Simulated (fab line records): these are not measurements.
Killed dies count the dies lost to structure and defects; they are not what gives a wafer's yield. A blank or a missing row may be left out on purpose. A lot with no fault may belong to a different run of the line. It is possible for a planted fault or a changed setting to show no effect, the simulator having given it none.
fab line records	flow sfq_line
record lots=6	wafers=18	last_day=82
route steps=325 shown I4@177 JJ@178
lots that met no fault: from a run of the same line without faults
start_h: start of the lot's first displayed wafer, in hours after the record's first day	wait_h: hours from the lot's prior step to this one	" the same as in the row above	L1.1+2: a row that stands for several wafers	- no value present, or no start provided	* or withheld: withheld	< > ~ a bound
route shown NAME@n: names a module that has steps shown in the file, with the first one's number in the route	usual: the fault-free wafers' mean and standard deviation	same: alike in all rows	chamber/n: place in a boat	sites: each site's reading	_std_site: how widely they spread, as a standard deviation	_edge_site: mean of outer sites minus mean of inner sites	radius_mm: how far each site lies from the wafer's centre	mask NAME#n: copy n	behind: the most recent tool/chamber to have shaped the wafer	hold: why the lot was held/for how many hours/how that ended	device: which transistor (n, p or np) failed to switch	end of line: tests of these same wafers at the route's end	a step given without rows: its recipe and nothing more	killed: the dies lost at the first sort to structure and to defects; this is not the yield of the wafer	map: dies across one wafer; x = killed, . = not, _ = none there
set.NAME: setting as actually run; set.NAME@STEP: the setting as run at that earlier step	model.NAME: the simulator's own value behind a step, which no gauge read
a table for each step, a row for each wafer; lots at some steps of the route
services: when a tool's chamber went out of use (start_h, in hours from the record's first day, below 0 if earlier), for how many hours, and the reason
## steps
# step SFQ_TRILAYER_I4_VIA_STRIP_SOLV_CLEAN_108
# recipe chemistry=NMP	temp_c=70	time_s=600
# step SFQ_TRILAYER_JJ_TRILAYER_DEP_PRE_CLEAN_113
# recipe gas=Ar	time_s=22.5	bias_v=250
# step SFQ_TRILAYER_JJ_TRILAYER_DEP_SPUTTER_109
# recipe material=Nb	base_pressure_pa=1.33e-06	chamber_pressure_pa=0.1333	substrate_temp_c=20	target_thk_nm=150	power_w=2000	time_s=100
# usual cathode_dc_power_W=2000.0/0.36	chamber_pressure_pa=0.13329/0.00024	throttle_valve_pct=30.3/1.1
lot.wafer	tool	chamber	start_h	wait_h	cathode_dc_power_W	chamber_pressure_pa	throttle_valve_pct
L850.4	pvd_sputter-05	-	1119.21	0.0	2000.6	0.1335	31.8
L850.5	"	-	"	"	1999.6	0.13356	29.7
L850.6	"	-	"	"	1999.9	0.13314	30.0
L856.1	pvd_sputter-06	-	1151.56	0.0	2000.2	0.13351	29.3
L856.4	"	-	"	"	2000.3	0.13362	28.8
L856.5	"	-	"	"	1999.8	0.13283	31.4
L857.1	pvd_sputter-05	-	1152.76	0.0	2000.1	0.13333	29.5
L857.5	"	-	"	"	1999.6	0.13345	29.4
L857.6	"	-	"	"	2000.0	0.13366	31.6
L865.2	pvd_sputter-06	-	1244.29	0.0	2000.0	0.13309	31.3
L865.3	"	-	"	"	1999.5	0.13333	29.6
L865.4	"	-	"	"	1999.9	0.13317	30.0
L867.4	pvd_sputter-06	-	1310.63	0.0	2000.0	0.13327	30.0
L867.5	"	-	"	"	2000.4	0.1335	31.2
L867.6	"	-	"	"	1999.5	0.1329	29.4
L870.3	pvd_sputter-03	-	1453.56	0.0	1999.8	0.13356	32.3
L870.4	"	-	"	"	2000.4	0.13325	31.1
L870.6	"	-	"	"	1999.9	0.13325	31.1
# step SFQ_TRILAYER_JJ_TRILAYER_DEP_SPUTTER_110
# recipe material=Al	base_pressure_pa=1.33e-06	target_thk_nm=8	power_w=500	time_s=10	chamber_pressure_pa=0.4
# usual cathode_dc_power_W=500.00/0.089	chamber_pressure_pa=0.4001/0.00088	throttle_valve_pct=30.2/1.1
lot.wafer	tool	chamber	start_h	wait_h	cathode_dc_power_W	chamber_pressure_pa	throttle_valve_pct
L850.4	pvd_sputter-05	-	1119.26	0.0	499.94	0.4007	31.8
L850.5	"	-	"	"	499.95	0.4009	29.4
L850.6	"	-	"	"	499.92	0.3996	30.0
L856.1	pvd_sputter-06	-	1151.63	0.0	499.85	0.3989	29.3
L856.4	"	-	"	"	499.91	0.4003	28.9
L856.5	"	-	"	"	499.97	0.3997	31.3
L857.1	pvd_sputter-05	-	1152.83	0.0	500.00	0.3996	29.6
L857.5	"	-	"	"	500.04	0.3981	29.3
L857.6	"	-	"	"	499.86	0.3999	31.8
L865.2	pvd_sputter-06	-	1244.36	0.0	499.97	0.3992	31.3
L865.3	"	-	"	"	500.00	0.3993	29.3
L865.4	"	-	"	"	500.06	0.4011	29.9
L867.4	pvd_sputter-06	-	1310.71	0.0	499.95	0.3994	30.0
L867.5	"	-	"	"	499.97	0.3996	31.2
L867.6	"	-	"	"	499.86	0.3999	29.2
L870.3	pvd_sputter-03	-	1453.63	0.0	500.11	0.4004	32.4
L870.4	"	-	"	"	500.02	0.3995	31.4
L870.6	"	-	"	"	500.08	0.3984	31.2
# step SFQ_TRILAYER_JJ_TRILAYER_DEP_AL_OXIDATION_111
# recipe pressure_mbar=0.014667	oxidation_time_s=600	temperature_k=293
# step SFQ_TRILAYER_JJ_TRILAYER_DEP_SPUTTER_112
# recipe material=Nb	base_pressure_pa=1.33e-06	chamber_pressure_pa=0.1333	substrate_temp_c=20	target_thk_nm=170	power_w=2000	time_s=113.3
# usual cathode_dc_power_W=2000.0/0.37	chamber_pressure_pa=0.13333/0.00029	throttle_valve_pct=30.3/1.1
lot.wafer	tool	chamber	start_h	wait_h	cathode_dc_power_W	chamber_pressure_pa	throttle_valve_pct
L850.4	pvd_sputter-05	-	1120.31	0.0	2000.0	0.13364	31.9
L850.5	"	-	"	"	1999.9	0.13327	29.4
L850.6	"	-	"	"	2000.2	0.13332	30.0
L856.1	pvd_sputter-06	-	1152.65	0.5	2000.0	0.13357	29.3
L856.4	"	-	"	"	2000.4	0.13328	28.9
L856.5	"	-	"	"	1999.3	0.13381	31.5
L857.1	pvd_sputter-05	-	1153.85	0.5	2000.3	0.13339	29.6
L857.5	"	-	"	"	2000.3	0.13351	29.1
L857.6	"	-	"	"	2000.2	0.13304	31.8
L865.2	pvd_sputter-06	-	1245.38	0.5	2000.4	0.13307	31.5
L865.3	"	-	"	"	1999.9	0.13362	29.5
L865.4	"	-	"	"	2000.2	0.13294	30.0
L867.4	pvd_sputter-06	-	1311.73	0.5	2000.1	0.13342	29.9
L867.5	"	-	"	"	2000.4	0.13304	31.3
L867.6	"	-	"	"	2000.0	0.1329	29.5
L870.3	pvd_sputter-03	-	1454.65	0.5	2000.4	0.13299	32.5
L870.4	"	-	"	"	2000.1	0.13316	31.2
L870.6	"	-	"	"	2000.2	0.13334	31.0
# step SFQ_JJ_RS_MEAS_929
# recipe thk_meas_gauge=four-point-probe	reads=Nb_of_TRILAYER_JJ_TRILAYER_DEP_SPUTTER_112
# usual JJ_NB_RS=1.051/0.0085
lot.wafer	tool	chamber	start_h	wait_h	JJ_NB_RS[ohm/sq]
L850.4	film_metro-01	-	1120.41	0.1	1.053
L850.5	"	-	"	"	1.041
L850.6	"	-	"	"	1.038
L856.1	film_metro-03	-	1152.73	0.0	1.053
L856.4	"	-	"	"	1.041
L856.5	"	-	"	"	1.054
L857.1	film_metro-02	-	1153.93	0.0	1.052
L857.5	"	-	"	"	1.033
L857.6	"	-	"	"	1.053
L865.2	film_metro-01	-	1245.48	0.1	1.054
L865.3	"	-	"	"	1.049
L865.4	"	-	"	"	1.048
L867.4	film_metro-01	-	1311.87	0.1	1.043
L867.5	"	-	"	"	1.054
L867.6	"	-	"	"	1.051
L870.3	film_metro-03	-	1454.77	0.1	1.066
L870.4	"	-	"	"	1.059
L870.6	"	-	"	"	1.064
# step SFQ_TRILAYER_JJ_CE_LITHO_COAT_119
# recipe resist=BARC	spin_rpm=3000	resist_thk_nm=62
# step SFQ_TRILAYER_JJ_CE_LITHO_COAT_114
# recipe resist=KrF	spin_rpm=3000	resist_thk_nm=600
# step SFQ_TRILAYER_JJ_CE_LITHO_SOFTBAKE_118
# recipe temp_c=withheld	time_s=withheld	resist=KrF
# step SFQ_TRILAYER_JJ_CE_LITHO_EXPOSE_115
# recipe mask_id=J5	na=0.6	source_shape=conventional	sigma_outer=0.65	target_cd_nm=700	dose_mj=14.4
# step SFQ_TRILAYER_JJ_CE_LITHO_PEB_117
# recipe peb_temp_c=115	peb_time_s=60	resist=KrF
# usual chill_plate_temp_C=22.99/0.11	exhaust_pa=45.0/0.9	heater_power_total_W=79.15/0.069	plate_temp_C=115.01/0.13
lot.wafer	tool	chamber	start_h	wait_h	chill_plate_temp_C	exhaust_pa	heater_power_total_W	plate_temp_C
L850.4	litho_track-02	0	1253.55	0.5	22.89	44.4	79.05	115.00
L850.5	"	0	"	"	22.93	44.1	79.13	115.08
L850.6	"	0	"	"	23.06	43.8	79.09	115.08
L856.1	litho_track-04	0	1277.48	1.0	22.84	45.6	77.50	113.18
L856.4	"	0	"	"	23.01	45.0	77.54	113.35
L856.5	"	0	"	"	22.93	45.4	77.57	113.23
L857.1	litho_track-04	0	1278.68	1.0	22.89	45.6	77.55	113.44
L857.5	"	0	"	"	22.99	45.7	77.59	113.56
L857.6	"	0	"	"	22.96	43.9	77.54	113.04
L865.2	litho_track-04	0	1370.57	0.8	23.02	46.0	79.24	114.88
L865.3	"	0	"	"	22.89	45.9	79.23	115.10
L865.4	"	0	"	"	22.89	45.0	79.20	114.90
L867.4	litho_track-04	0	1427.14	0.5	23.08	45.8	79.16	114.84
L867.5	"	0	"	"	23.05	47.0	79.28	114.85
L867.6	"	0	"	"	23.15	46.2	79.19	115.01
L870.3	litho_track-02	0	1542.32	0.7	23.03	44.8	78.98	115.00
L870.4	"	0	"	"	22.88	44.2	79.17	115.05
L870.6	"	0	"	"	23.00	45.2	79.08	114.85
# step SFQ_TRILAYER_JJ_CE_LITHO_DEVELOP_116
# recipe time_s=60	resist=KrF
# step SFQ_JJ_OVL_MEAS_931
# usual J5_OVL=2/6.5
lot.wafer	tool	chamber	start_h	wait_h	J5_OVL[nm]
L850.4	overlay-01	-	1253.79	0.1	14
L850.5	"	-	"	"	13
L850.6	"	-	"	"	12
L856.1	overlay-01	-	1277.78	0.1	5
L856.4	"	-	"	"	-4
L856.5	"	-	"	"	5
L857.1	overlay-02	-	1278.98	0.1	14
L857.5	"	-	"	"	17
L857.6	"	-	"	"	11
L865.2	overlay-02	-	1370.85	0.1	-1
L865.3	"	-	"	"	1
L865.4	"	-	"	"	3
L867.4	overlay-01	-	1427.38	0.1	-6
L867.5	"	-	"	"	-3
L867.6	"	-	"	"	-5
L870.3	overlay-01	-	1542.58	0.1	2
L870.4	"	-	"	"	3
L870.6	"	-	"	"	-3
# step SFQ_TRILAYER_JJ_CE_METRO_MEASURE_117
# usual cd_nm=700.1/1.4
lot.wafer	tool	chamber	start_h	wait_h	cd_nm
L850.4	cd_sem-02	-	1254.41	0.6	699.4
L850.5	"	-	"	"	700.2
L850.6	"	-	"	"	700.4
L856.1	cd_sem-01	-	1277.81	0.0	733.7
L856.4	"	-	"	"	732.5
L856.5	"	-	"	"	734.8
L857.1	cd_sem-02	-	1279.01	0.0	732.9
L857.5	"	-	"	"	733.5
L857.6	"	-	"	"	733.5
L865.2	cd_sem-02	-	1371.08	0.2	699.7
L865.3	"	-	"	"	699.6
L865.4	"	-	"	"	701.3
L867.4	cd_sem-02	-	1428.00	0.6	701.2
L867.5	"	-	"	"	700.2
L867.6	"	-	"	"	699.8
L870.3	cd_sem-01	-	1543.00	0.4	699.3
L870.4	"	-	"	"	700.3
L870.6	"	-	"	"	699.5
# step SFQ_TRILAYER_JJ_CE_BARC_OPEN_RIE_150
# recipe mask_material=PR	chemistry=O2	target_depth_nm=240	target=BARC	icp_w=600	bias_w=80	pressure_mtorr=10	time_s=80
# usual drypump_motor_current_A=5.7/0.54	oes_product_au=0.537/0.0045
lot.wafer	tool	chamber	start_h	wait_h	drypump_motor_current_A	oes_product_au	rf_hours_counter_h	model.JJ.cd_nm
L850.4	rie_metal-01	1	1255.04	0.4	5.5	0.529	-	699.9
L850.5	"	1	"	"	5.5	0.537	-	699.5
L850.6	"	0	"	"	6.1	0.540	-	701.1
L856.1	rie_metal-04	1	1279.01	1.0	5.0	0.535	109	731.9
L856.4	"	0	"	"	5.3	0.536	-	730.7
L856.5	"	0	"	"	5.3	0.532	-	732.1
L857.1	rie_metal-01	1	1280.21	1.0	5.5	0.537	122	735
L857.5	"	1	"	"	5.5	0.541	-	736.3
L857.6	"	0	"	"	6.1	0.545	-	734.2
L865.2	rie_metal-01	0	1372.08	0.8	6.1	0.541	53	699.4
L865.3	"	1	"	"	5.5	0.534	-	698.7
L865.4	"	0	"	"	6.1	0.533	-	700.2
L867.4	rie_metal-04	0	1428.63	0.4	5.2	0.546	-	699.4
L867.5	"	1	"	"	5.0	0.530	-	700.3
L867.6	"	0	"	"	5.3	0.537	-	698.4
L870.3	rie_metal-02	0	1543.83	0.6	6.5	0.543	-	697.2
L870.4	"	1	"	"	5.6	0.536	-	699.2
L870.6	"	0	"	"	6.5	0.539	-	698.2
# step SFQ_TRILAYER_JJ_CE_ETCH_RIE_118
# recipe target=Nb	stop_on=Al2O3	mask_material=PR	taper_deg=13.257	over_etch_frac=0.15	time_s=97.7	chemistry=SF6	target_depth_nm=170	icp_w=600	bias_w=80	pressure_mtorr=10
# usual drypump_motor_current_A=5.7/0.53	oes_product_au=0.989/0.0071
lot.wafer	tool	chamber	start_h	wait_h	drypump_motor_current_A	oes_product_au	rf_hours_counter_h	model.JJ.cd_nm
L850.4	rie_metal-01	1	1255.14	0.1	5.5	0.985	-	700
L850.5	"	1	"	"	5.5	0.995	-	699.6
L850.6	"	0	"	"	6.1	0.979	-	701.7
L856.1	rie_metal-04	1	1279.10	0.1	5.0	1.001	109	731
L856.4	"	0	"	"	5.3	1.007	-	731.2
L856.5	"	0	"	"	5.3	0.997	-	732.1
L857.1	rie_metal-01	1	1280.30	0.1	5.5	0.984	122	734.6
L857.5	"	1	"	"	5.5	0.990	-	735.7
L857.6	"	0	"	"	6.1	0.986	-	734.8
L865.2	rie_metal-01	0	1372.17	0.1	6.1	0.978	53	700
L865.3	"	1	"	"	5.5	0.978	-	698.7
L865.4	"	0	"	"	6.1	0.997	-	700.2
L867.4	rie_metal-04	0	1428.73	0.1	5.3	0.995	-	700.4
L867.5	"	1	"	"	5.0	0.991	-	700.4
L867.6	"	0	"	"	5.3	0.996	-	699.2
L870.3	rie_metal-02	0	1543.93	0.1	6.5	0.989	-	698.9
L870.4	"	1	"	"	5.6	0.985	-	699.4
L870.6	"	0	"	"	6.4	0.991	-	699
# step SFQ_TRILAYER_JJ_ANODIZE_ANODIZE_119
# recipe current_density_ma_cm2=withheld	end_current_density_ma_cm2=withheld	bath_temp_c=withheld
## services
tool	chamber	start_h	hours	kind
cd_sem-02	-	1137.08	1.4	pm
cd_sem-02	-	1141.25	2.8	pm
pvd_sputter-03	-	1164.80	2.4	repair
cd_sem-02	-	1177.09	2.0	pm
pvd_sputter-05	-	1201.07	1.5	repair
cd_sem-02	-	1222.26	1.4	pm
cd_sem-02	-	1231.47	0.6	pm
pvd_sputter-05	-	1308.49	4.1	repair
cd_sem-02	-	1321.08	0.6	pm
pvd_sputter-03	-	1322.28	1.7	repair
rie_metal-04	0	1340.96	3.7	repair
rie_metal-01	-	1349.40	0.3	repair
pvd_sputter-05	-	1353.07	4.9	repair
pvd_sputter-03	-	1378.23	1.8	repair
cd_sem-02	-	1430.26	0.5	pm
cd_sem-02	-	1430.72	7.3	pm
cd_sem-02	-	1437.99	0.7	pm
cd_sem-02	-	1447.09	0.3	pm
rie_metal-04	0	1467.35	1.2	repair
pvd_sputter-06	-	1471.12	2.8	repair
rie_metal-01	0	1473.61	1.1	repair
cd_sem-02	-	1505.08	1.1	pm
rie_metal-04	1	1516.00	26.5	repair
pvd_sputter-03	-	1533.10	1.9	repair
## key
first_sign step=SFQ_TRILAYER_JJ_CE_LITHO_PEB_117	reading=heater_power_total_W	direction=down	sigmas=23	usual=79.15	struck=77.55
effect step=SFQ_TRILAYER_JJ_CE_LITHO_PEB_117	reading=plate_temp_C	direction=down	sigmas=13	usual=*	struck=*
effect step=SFQ_TRILAYER_JJ_CE_METRO_MEASURE_117	reading=cd_nm	direction=up	sigmas=23	usual=700.1	struck=733.5
model_effect step=SFQ_TRILAYER_JJ_CE_BARC_OPEN_RIE_150	value=JJ.cd_nm	without=698.7	struck=733.4
model_effect step=SFQ_TRILAYER_JJ_CE_ETCH_RIE_118	value=JJ.cd_nm	without=698.5	struck=733.2
met_at SFQ_TRILAYER_JJ_CE_LITHO_PEB_117
struck_wafers L856.1,L856.4,L856.5,L857.1,L857.5,L857.6
fault kind=process_parameter_drift	tool=litho_track-04	chamber=-	onset_h=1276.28	steps=SFQ_TRILAYER_JJ_CE_LITHO_PEB_117	channel=peb_temp_c	offset=*	shape=step	end_h=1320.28	acts_in=*	stated=*
